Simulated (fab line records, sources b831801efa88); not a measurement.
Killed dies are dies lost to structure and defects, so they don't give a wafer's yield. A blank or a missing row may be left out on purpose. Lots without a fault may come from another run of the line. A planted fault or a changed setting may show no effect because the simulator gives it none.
fab line records | flow sky130
record lots=12 wafers=36 last_day=50
route steps=708 shown POLY_GATE@232 LDD_LDN@299 POLY_CUT@316
lots that met no fault: from a run of the same line without faults
start_h: hours from the record's first day to the start of the lot's first wafer shown | wait_h: hours since the lot's step before | " the same as in the row above | L1.1+2: a row that stands for several wafers | - no value, or no start given | * or withheld: withheld | < > ~ a bound
route shown NAME@n: a module of which the file shows steps, and the number in the route of the first | usual: mean/standard deviation of fault-free wafers | same: alike in all rows | chamber/n: place in a boat | sites: the reading at each site | _std_site: their standard deviation | _edge_site: outer sites' mean less inner sites' | radius_mm: how far each site lies from the wafer's centre | mask NAME#n: copy n | behind: the tool/chamber that last shaped the wafer | hold: why the lot was held/for how many hours/how that ended | device: the transistor (n, p or np) that didn't switch | end of line: the same wafers' tests at the end of the route | a step without rows: its recipe alone | killed: dies lost to structure and defects at the first sort, not the wafer's yield | map: a wafer's dies, x killed, . not, _ none there
set.NAME: the setting as run; set.NAME@STEP: as run at that earlier step | model.NAME: the simulator's own value behind a step, which no gauge read
steps of the route over a sample of lots; a table a step, a row a wafer
services: from which hour (start_h, from the record's first day; less than 0 if before it) a tool's chamber was out of use, for how many hours, and why
## steps
# step SKY_POLY_GATE_STRIP_18
# recipe chemistry=O2/N2 power_w=1400 pressure_mtorr=1500 platen_temp_c=withheld o2_flow_sccm=3000 n2_flow_sccm=300 overash_fraction=0.5
# usual drypump_motor_current_A=5.5/0.33 oes_product_au=0.360/0.0045 strip_time_to_endpoint_s=3.16/0.045
# same overash_fraction=0.5
# columns lot.wafer tool chamber start_h wait_h drypump_motor_current_A oes_product_au rf_hours_counter_h strip_time_to_endpoint_s
L108.1 plasma_asher-01 0 365.74 0.0 5.3 0.367 67 3.13
L108.5 " 1 " " 5.4 0.360 - 3.14
L108.6 " 0 " " 5.3 0.361 - 3.15
L109.1 plasma_asher-02 0 372.25 0.0 5.8 0.363 54 3.19
L109.2 " 1 " " 5.5 0.357 54 3.21
L109.5 " 0 " " 5.8 0.361 - 3.28
L110.1 plasma_asher-02 1 390.40 0.0 5.5 0.359 56 3.22
L110.2 " 0 " " 5.8 0.371 56 3.25
L110.4 " 1 " " 5.6 0.358 - 3.16
L116.3 plasma_asher-01 0 434.64 0.1 5.2 0.357 - 3.11
L116.4 " 1 " " 5.4 0.359 - 3.12
L116.5 " 0 " " 5.2 0.363 - 3.11
L117.4 plasma_asher-02 1 451.88 0.1 5.6 0.353 - 3.08
L117.5 " 1 " " 5.6 0.354 - 3.14
L117.6 " 0 " " 5.8 0.360 - 3.18
L120.2 plasma_asher-02 0 477.19 0.0 5.8 0.357 65 3.11
L120.3 " 0 " " 5.8 0.360 - 3.15
L120.6 " 0 " " 5.8 0.353 - 3.10
L121.2 plasma_asher-02 1 486.65 0.0 5.6 0.365 66 3.17
L121.5 " 0 " " 5.8 0.359 - 3.18
L121.6 " 1 " " 5.5 0.362 - 3.16
L123.2 plasma_asher-01 0 547.75 0.0 5.2 0.363 11 3.19
L123.3 " 0 " " 5.2 0.359 - 3.13
L123.5 " 1 " " 5.4 0.360 - 3.16
L124.3 plasma_asher-03 0 549.08 0.1 4.8 0.356 - 3.18
L124.4 " 1 " " 5.9 0.358 - 3.14
L124.6 " 0 " " 4.8 0.359 - 3.22
L126.2 plasma_asher-02 1 549.39 0.0 5.6 0.358 72 3.11
L126.3 " 0 " " 5.9 0.362 - 3.18
L126.6 " 1 " " 5.5 0.348 - 3.15
L129.2 plasma_asher-01 1 551.80 0.0 5.3 0.358 12 3.16
L129.3 " 0 " " 5.3 0.360 - 3.11
L129.5 " 0 " " 5.2 0.366 - 3.19
L131.2 plasma_asher-01 0 575.69 0.0 5.3 0.353 14 3.18
L131.5 " 0 " " 5.3 0.358 - 3.19
L131.6 " 1 " " 5.4 0.363 - 3.17
# step SKY_LDD_LDN_IMPLANT_10
# recipe species=As energy_kev=15 dose_cm2=1.25e+13 tilt_deg=withheld rotation_deg=203
# usual dose_ions_cm2=1.2497e+13/1.3e+10 faraday_current_uA=70.4/1.3
# columns lot.wafer tool chamber start_h wait_h dose_ions_cm2 faraday_current_uA
L108.1 implanter-02 0 522.00 0.1 1.2475e+13 71.7
L108.5 " 0 " " 1.2492e+13 70.5
L108.6 " 0 " " 1.2487e+13 68.9
L109.1 implanter-04 0 532.90 0.1 1.2512e+13 72.3
L109.2 " 0 " " 1.251e+13 69.9
L109.5 " 0 " " 1.2498e+13 69.5
L110.1 implanter-04 0 545.59 0.1 1.2492e+13 67.3
L110.2 " 0 " " 1.2505e+13 71.3
L110.4 " 0 " " 1.2509e+13 69.2
L116.3 implanter-02 0 588.60 0.1 1.2499e+13 71.1
L116.4 " 0 " " 1.2491e+13 68.3
L116.5 " 0 " " 1.25e+13 69.2
L117.4 implanter-02 0 606.07 0.1 1.9179e+13 111.6
L117.5 " 0 " " 1.9173e+13 109.0
L117.6 " 0 " " 1.9176e+13 105.6
L120.2 implanter-02 0 630.42 0.1 1.9163e+13 107.3
L120.3 " 0 " " 1.9181e+13 109.1
L120.6 " 0 " " 1.9166e+13 109.7
L121.2 implanter-01 0 639.71 0.1 1.2499e+13 69.2
L121.5 " 0 " " 1.2496e+13 69.5
L121.6 " 0 " " 1.2519e+13 70.7
L123.2 implanter-02 0 695.77 0.1 1.2488e+13 70.9
L123.3 " 0 " " 1.2478e+13 68.8
L123.5 " 0 " " 1.2484e+13 71.8
L124.3 implanter-01 0 696.24 0.1 1.2511e+13 70.9
L124.4 " 0 " " 1.2508e+13 69.2
L124.6 " 0 " " 1.2523e+13 67.6
L126.2 implanter-02 0 696.87 0.1 1.2526e+13 69.0
L126.3 " 0 " " 1.2505e+13 70.1
L126.6 " 0 " " 1.2518e+13 71.7
L129.2 implanter-04 0 702.41 0.1 1.2497e+13 69.8
L129.3 " 0 " " 1.2488e+13 71.1
L129.5 " 0 " " 1.2499e+13 71.6
L131.2 implanter-01 0 719.47 0.1 1.249e+13 71.7
L131.5 " 0 " " 1.2496e+13 70.2
L131.6 " 0 " " 1.2505e+13 70.4
# step SKY_LDD_LDN_TW_MEAS_13
# usual LDD_LDN_TW=1478/12
# columns lot.wafer tool chamber start_h wait_h LDD_LDN_TW
L108.1 film_metro-02 - 522.40 0.1 1471
L108.5 " - " " 1469
L108.6 " - " " 1473
L109.1 film_metro-01 - 533.30 0.1 1473
L109.2 " - " " 1476
L109.5 " - " " 1476
L110.1 film_metro-02 - 545.99 0.1 1482
L110.2 " - " " 1481
L110.4 " - " " 1481
L116.3 film_metro-01 - 588.97 0.1 1456
L116.4 " - " " 1454
L116.5 " - " " 1461
L117.4 film_metro-02 - 606.43 0.1 1537
L117.5 " - " " 1530
L117.6 " - " " 1527
L120.2 film_metro-01 - 630.81 0.1 1523
L120.3 " - " " 1528
L120.6 " - " " 1528
L121.2 film_metro-01 - 640.10 0.1 1464
L121.5 " - " " 1466
L121.6 " - " " 1467
L123.2 film_metro-02 - 696.16 0.1 1466
L123.3 " - " " 1473
L123.5 " - " " 1468
L124.3 film_metro-01 - 696.61 0.1 1478
L124.4 " - " " 1473
L124.6 " - " " 1469
L126.2 film_metro-01 - 697.25 0.1 1471
L126.3 " - " " 1474
L126.6 " - " " 1472
L129.2 film_metro-02 - 702.80 0.1 1471
L129.3 " - " " 1475
L129.5 " - " " 1467
L131.2 film_metro-03 - 719.86 0.1 1490
L131.5 " - " " 1487
L131.6 " - " " 1512
# step SKY_POLY_CUT_OVL_MEAS_09
# usual POLY_CUT_OVL=2/4.8
# columns lot.wafer tool chamber start_h wait_h POLY_CUT_OVL[nm]
L108.1 overlay-01 - 554.18 0.1 3
L108.5 " - " " 3
L108.6 " - " " 6
L109.1 overlay-02 - 564.67 0.1 2
L109.2 " - " " -2
L109.5 " - " " 1
L110.1 overlay-01 - 577.82 0.1 13
L110.2 " - " " 2
L110.4 " - " " 6
L116.3 overlay-01 - 619.54 0.1 0
L116.4 " - " " 9
L116.5 " - " " -1
L117.4 overlay-02 - 636.50 0.1 7
L117.5 " - " " 7
L117.6 " - " " 5
L120.2 overlay-02 - 661.28 0.1 -6
L120.3 " - " " -1
L120.6 " - " " 0
L121.2 overlay-01 - 670.24 0.1 6
L121.5 " - " " 11
L121.6 " - " " -5
L123.2 overlay-01 - 724.99 0.1 0
L123.3 " - " " -6
L123.5 " - " " -1
L124.3 overlay-02 - 725.98 0.1 -2
L124.4 " - " " -2
L124.6 " - " " 1
L126.2 overlay-02 - 726.59 0.1 4
L126.3 " - " " 0
L126.6 " - " " 10
L129.2 overlay-01 - 731.43 0.1 1
L129.3 " - " " -6
L129.5 " - " " -5
L131.2 overlay-01 - 748.34 0.1 5
L131.5 " - " " 4
L131.6 " - " " 3
# step SKY_POLY_CUT_ETCH_10
# recipe chemistry=N2/H2 target=BARC ion_energy_ev=200 source_w=500 bias_w=100 pressure_mtorr=30 n2_flow_sccm=100 h2_flow_sccm=200 stop_on=SiO2 time_s=45.9 target_depth_a=600
# usual drypump_motor_current_A=5.8/0.31 oes_product_au=0.855/0.005 throttle_valve_pct=13.224/0.0086
# columns lot.wafer tool chamber start_h wait_h drypump_motor_current_A oes_product_au rf_hours_counter_h throttle_valve_pct
L108.1 rie_diel-03 3 554.21 0.0 5.4 0.849 13 13.235
L108.5 " 2 " " 6.4 0.856 - 13.217
L108.6 " 3 " " 5.4 0.857 - 13.225
L109.1 rie_diel-02 0 564.71 0.0 5.2 0.859 58 13.229
L109.2 " 2 " " 5.7 0.851 13 13.228
L109.5 " 2 " " 5.7 0.863 - 13.219
L110.1 rie_diel-04 3 577.86 0.0 5.9 0.852 14 13.228
L110.2 " 2 " " 6.2 0.854 42 13.227
L110.4 " 1 " " 5.9 0.860 4 13.226
L116.3 rie_diel-04 3 619.56 0.0 5.9 0.861 15 13.227
L116.4 " 2 " " 6.1 0.860 43 13.224
L116.5 " 0 " " 5.4 0.863 - 13.238
L117.4 rie_diel-04 2 636.52 0.0 6.2 0.854 44 13.224
L117.5 " 0 " " 5.5 0.853 - 13.243
L117.6 " 1 " " 5.8 0.849 - 13.232
L120.2 rie_diel-04 2 661.31 0.0 6.2 0.851 44 13.222
L120.3 " 1 " " 5.8 0.855 6 13.232
L120.6 " 1 " " 5.8 0.857 - 13.232
L121.2 rie_diel-04 2 670.27 0.0 6.2 0.849 44 13.223
L121.5 " 2 " " 6.2 0.852 - 13.220
L121.6 " 1 " " 5.8 0.856 - 13.217
L123.2 rie_diel-03 3 725.02 0.0 5.4 0.859 15 13.220
L123.3 " 2 " " 6.3 0.853 3 13.220
L123.5 " 1 " " 5.6 0.863 - 13.219
L124.3 rie_diel-02 0 726.01 0.0 5.1 0.852 0 13.222
L124.4 " 2 " " 5.7 0.855 16 13.211
L124.6 " 2 " " 5.7 0.851 - 13.231
L126.2 rie_diel-03 2 726.62 0.0 6.4 0.858 3 13.211
L126.3 " 1 " " 5.6 0.846 30 13.222
L126.6 " 2 " " 6.4 0.852 - 13.231
L129.2 rie_diel-04 1 731.46 0.0 5.9 0.850 8 13.220
L129.3 " 2 " " 6.1 0.857 46 13.220
L129.5 " 3 " " 5.8 0.843 - 13.238
L131.2 rie_diel-02 1 748.37 0.0 5.7 0.853 35 13.242
L131.5 " 0 " " 5.1 0.854 - 13.232
L131.6 " 3 " " 5.8 0.848 - 13.231
## services
# columns tool chamber start_h hours kind
implanter-01 - 360.79 1.3 repair
rie_diel-02 2 365.19 2.3 repair
implanter-04 - 378.58 6.3 repair
implanter-04 - 382.54 20.9 repair
implanter-02 - 392.20 3.5 pm
rie_diel-04 - 406.17 2.8 pm
plasma_asher-01 - 421.25 9.0 pm
rie_diel-03 - 426.88 0.5 repair
rie_diel-04 1 429.81 3.8 repair
implanter-02 - 447.40 4.3 pm
rie_diel-04 2 455.55 13.0 repair
rie_diel-04 3 459.84 2.8 repair
rie_diel-04 1 490.90 11.9 repair
plasma_asher-02 - 514.37 0.4 repair
rie_diel-04 - 556.45 0.7 repair
plasma_asher-02 - 575.91 2.8 pm
plasma_asher-02 - 583.69 1.3 repair
plasma_asher-01 - 596.66 2.8 pm
implanter-02 - 621.76 1.8 repair
plasma_asher-02 - 624.75 4.5 repair
implanter-02 - 647.28 1.0 repair
implanter-02 - 697.14 29.7 pm
rie_diel-04 3 744.18 14.1 repair
plasma_asher-01 - 746.49 15.6 pm
## key
first_sign step=SKY_LDD_LDN_IMPLANT_10 reading=dose_ions_cm2 direction=up sigmas=99+ usual=* struck=*
effect step=SKY_LDD_LDN_IMPLANT_10 reading=faraday_current_uA direction=up sigmas=28 usual=70.4 struck=108.7
effect step=SKY_LDD_LDN_TW_MEAS_13 reading=LDD_LDN_TW direction=up sigmas=4.2 usual=1478 struck=1529
met_at SKY_LDD_LDN_IMPLANT_10
struck_lots L117,L120
tester_left_out L117,L120
not_acting_at SKY_POLY_GATE_STRIP_18,SKY_POLY_CUT_OVL_MEAS_09,SKY_POLY_CUT_ETCH_10
onset_between 588.60 606.07
fault kind=process_parameter_drift tool=implanter-02 chamber=- onset_h=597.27 steps=SKY_LDD_LDN_IMPLANT_10 channel=dose_cm2 offset=* shape=step end_h=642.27 acts_in=* stated=*
# tester_left_out: of these lots the tester's yield and bins aren't shown, on N5 and GAA mostly nor the transistor test; their killed dies are dies lost to structure and defects alone, not to doping, threshold or leakage, so they don't give the yield
